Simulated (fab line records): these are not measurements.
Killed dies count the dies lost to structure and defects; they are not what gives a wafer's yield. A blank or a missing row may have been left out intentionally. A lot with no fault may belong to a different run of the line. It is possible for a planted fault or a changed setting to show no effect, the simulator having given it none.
A lot that was struck, set against a sound lot | flow sky130 | 16 out of 708 route steps
Sound: wafers L264.1, L264.2, L264.4. Struck: wafer L274.3 (L274.4, L274.5, from the same lot, were not struck and are left out); the cause is given at the end.
Each step with rows lists, per side, the tool, then ch with its chambers, then its first start. Under that, the readings that differ: sound wafers | struck wafers | difference of the means | sigmas: that difference in standard deviations of wafers without a fault.
alike: same words and numbers on both sides, and readings whose means sit less than 2 such deviations apart. not compared: any withheld reading, any reading some wafer has no value for, any bound like >300 that may hide the same value, and any number with overlapping values for which the record gives no deviation.
The two part at a step that has a row with sigmas, a row that says differs or no value, or rows on one side only. When numbers do not overlap yet have no deviation, they are printed without sigmas and do not part them. Lack of a reading on every wafer of one side parts them only where that side has two or more wafers.

SKY_VIA3_CMP_02: polishes SiO2.
  sound on cmp-01 ch 1,2,3, day 39 10:49; struck on cmp-01 ch 2, day 42 16:33
  alike: motor current A
SKY_VIA3_BOW_MEAS_03:
  sound on film metro-02 at day 39 11:22; struck on film metro-04 at day 42 16:50
  alike: VIA3_BOW
then, 8 steps without rows for these wafers: SKY_VIA3_DEHYDRATE_04 (time 60 s); SKY_VIA3_HMDS_05 (prime time 60 s); SKY_VIA3_COAT_06 (resist thk 60 nm); SKY_VIA3_COAT_07 (resist thk 450 nm); SKY_VIA3_SOFTBAKE_08 (time 90 s); SKY_VIA3_EXPOSE_09 (exposes mask VIM3, target cd 200 nm); SKY_VIA3_PEB_10; SKY_VIA3_DEVELOP_11 (develop time 60 s).
SKY_VIA3_CD_MEAS_12: target cd 200 nm.
  sound on cd sem-01 at day 40 11:25; struck on cd sem-02 at day 43 15:53
  alike: cd nm
SKY_VIA3_OVL_MEAS_13:
  sound on overlay-02 at day 40 11:32; struck on overlay-01 at day 43 15:58
  reading       | sound  | struck | difference | sigmas
  VIA3_OVL (nm) | 11 2 9 | -7     | -14        | -3
SKY_VIA3_ETCH_14: etches BARC in N2/H2, stops on SiO2, time 45.9 s, target depth 60 nm.
  sound on rie diel-03 ch 0,2,3, day 40 11:34; struck on rie diel-03 ch 1, day 43 15:59
  reading                                     | sound             | struck | difference | sigmas
  oes product au (a.u.)                       | 0.848 0.857 0.842 | 0.806  | -0.043     | -8
  rf hours counter h (h)                      | 19 18 16          | 1      | -17        |
  model.KrF-thick_of_VIA3_COAT_07.thk nm (nm) | 394.5 393.8 394.3 | 406.4  | +12.2      |
  model.etch.depth nm (nm)                    | 59.68 59.74 59.72 | 53.07  | -6.64      |
  model.VIA3.cd nm (nm)                       | 197.4 197.5 198.6 | 197.2  | -0.6       |
  alike: chamber pressure mTorr, drypump motor current A, throttle valve pct
SKY_VIA3_ETCH_15: etches SiO2 in C4F8/O2/Ar, stops on TiN, target depth 507 nm, time 78 s.
  sound on rie diel-03 ch 0,2,3, day 40 11:37; struck on rie diel-03 ch 1, day 43 16:02
  reading                                     | sound             | struck | difference | sigmas
  oes product au (a.u.)                       | 0.949 0.946 0.948 | 0.369  | -0.579     | -99 or more
  rf hours counter h (h)                      | 19 18 16          | 1      | -17        |
  model.KrF-thick_of_VIA3_COAT_07.thk nm (nm) | 292.3 294.4 292   | 304.3  | +11.4      |
  alike: chamber pressure mTorr
SKY_VIA3_STRIP_16: strips in O2/N2.
  sound on plasma asher-01 ch 0,1, day 40 11:40; struck on plasma asher-01 ch 1, day 43 16:08
  reading                      | sound             | struck | difference | sigmas
  strip time to endpoint s (s) | 4.131 4.135 4.135 | 4.261  | +0.127     | +5
  alike: chamber pressure mTorr, drypump motor current A, o2 flow sccm, oes product au
  not compared: rf hours counter h
then, 1 step without rows for these wafers: SKY_VIA3_STRIP_17 (strips in post etch residue remover, time 1200 s).

== WHERE THEY PART ==
Last at SKY_VIA3_STRIP_16 as far as this record goes, first at SKY_VIA3_OVL_MEAS_13.

WHY: whatever the simulator had introduced
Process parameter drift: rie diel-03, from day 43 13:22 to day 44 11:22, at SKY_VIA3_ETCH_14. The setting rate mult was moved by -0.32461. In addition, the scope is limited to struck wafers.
